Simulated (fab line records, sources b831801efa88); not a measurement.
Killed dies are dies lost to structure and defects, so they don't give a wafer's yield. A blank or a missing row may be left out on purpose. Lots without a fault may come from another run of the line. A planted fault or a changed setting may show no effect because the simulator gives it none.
Chamber matching | flow gf180mcu | GF_V1_CVD_00 on hdpcvd-02: 3 sister chambers
The step deposits SiO2, target thk 600 nm, time 100 s. 6 wafers are shown with their chamber, then 7 later ones without.

WAFERS WITH THEIR CHAMBER
wafer  | chamber | sih4_flow_sccm (sccm)
L601.5 | 2       | 59.95
L602.2 | 2       | 60.09
L602.4 | 0       | 60.23
L602.5 | 1       | 59.81
L603.1 | 0       | 59.91
L603.4 | 1       | 60.17

WAFERS WITHOUT THEIR CHAMBER
wafer  | sih4_flow_sccm (sccm)
L603.6 | 59.97
L605.1 | 59.95
L605.3 | 60.23
L605.4 | 59.72
L609.2 | 60.28
L609.5 | 59.77
L609.6 | 59.73

WHICH CHAMBER EACH WENT THROUGH
wafer  | from the rows above          | in truth
L603.6 | can't be placed: 1 or 2 or 0 | 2
L605.1 | can't be placed: 1 or 2 or 0 | 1
L605.3 | can't be placed: 0 or 2 or 1 | 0
L605.4 | can't be placed: 1 or 2 or 0 | 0
L609.2 | can't be placed: 0 or 2 or 1 | 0
L609.5 | can't be placed: 1 or 2 or 0 | 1
L609.6 | can't be placed: 1 or 2 or 0 | 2
Placed correctly: 0 of 7. Can't be placed from these rows: 7 (the true chamber is among the candidates in 7). Placed wrongly: 0.
How it was worked out, from the rows above alone: a wafer's distance from a chamber is the root of the sum, over the readings, of the square of ((its reading less the chamber's mean) divided by the reading's scatter). The wafer belongs to the nearest chamber; if the next one is less than 2 further off, it can't be placed. A chamber's mean is the mean of its shown wafers. The scatter: the root of (the sum of the squares of (reading less its chamber's mean) over the shown wafers, divided by (wafers less chambers)).
